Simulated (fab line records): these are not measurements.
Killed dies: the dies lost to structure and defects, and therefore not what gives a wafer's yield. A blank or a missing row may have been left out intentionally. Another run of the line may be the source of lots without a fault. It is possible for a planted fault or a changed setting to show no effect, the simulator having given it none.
Chamber matching | flow gf180mcu | 4 sister chambers for GF_V5_CMP_04 on cmp-01
The step polishes SiO2. 30 wafers are shown with their chamber, then 12 later ones without.

EACH WAFER AND ITS CHAMBER
wafer  | chamber | motor-current-A (A)
L074.1 | 2       | 12.1
L074.3 | 3       | 12.2
L074.5 | 3       | 11.2
L075.2 | 3       | 11.6
L075.4 | 2       | 11.4
L075.5 | 1       | 9.8
L076.3 | 2       | 11.8
L076.5 | 1       | 9.7
L076.6 | 2       | 11.7
L077.1 | 3       | 11.1
L077.3 | 0       | 12.8
L077.5 | 0       | 12.8
L078.2 | 2       | 11.5
L078.3 | 1       | 9.8
L078.6 | 1       | 10.1
L079.3 | 2       | 11.7
L079.5 | 1       | 10.1
L079.6 | 2       | 11.5
L083.3 | 0       | 12.5
L083.4 | 2       | 11.4
L083.6 | 3       | 11.7
L087.1 | 0       | 12.5
L087.4 | 1       | 10.4
L087.5 | 1       | 9.8
L089.1 | 3       | 10.9
L089.2 | 0       | 12.4
L089.5 | 2       | 11.7
L090.2 | 2       | 11.4
L090.3 | 0       | 12.8
L090.6 | 3       | 11.1

SIGNATURES (means of the wafers above)
reading         | chamber 0 | chamber 1 | chamber 2 | chamber 3 | scatter within a chamber
motor-current-A | 12.633    | 9.957     | 11.620    | 11.400    | 0.294
Rule: distance of a wafer from a chamber = root of the sum over the readings of ((wafer's reading minus chamber's mean) / reading's scatter) squared. The wafer belongs to the nearest chamber; if the next one is less than 2 further off, it can't be placed. The scatter is the square root of a quotient: the sum, over the shown wafers, of each reading's squared deviation from its chamber's mean, divided by wafers minus chambers.

WAFERS MISSING THEIR CHAMBER
wafer  | motor-current-A (A)
L091.2 | 13.1
L091.4 | 10.0
L091.5 | 10.1
L092.1 | 10.0
L092.2 | 11.5
L092.3 | 11.6
L096.2 | 11.9
L096.3 | 9.9
L096.4 | 12.2
L097.4 | 11.0
L097.5 | 12.0
L097.6 | 13.3

WHICH CHAMBER EACH ONE RAN IN
wafer  | from the rows above          | in truth
L091.2 | 0                            | 0
L091.4 | 1                            | 1
L091.5 | 1                            | 1
L092.1 | 1                            | 1
L092.2 | can't be placed: 3 or 2      | 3
L092.3 | can't be placed: 2 or 3      | 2
L096.2 | can't be placed: 2 or 3 or 0 | 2
L096.3 | 1                            | 1
L096.4 | can't be placed: 0 or 2 or 3 | 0
L097.4 | can't be placed: 3 or 2      | 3
L097.5 | can't be placed: 2 or 3 or 0 | 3
L097.6 | 0                            | 0
6 of 12 placed correctly. Unplaceable from these rows: 6, with the true chamber sitting among the candidates in 6. Wrongly placed: 0.
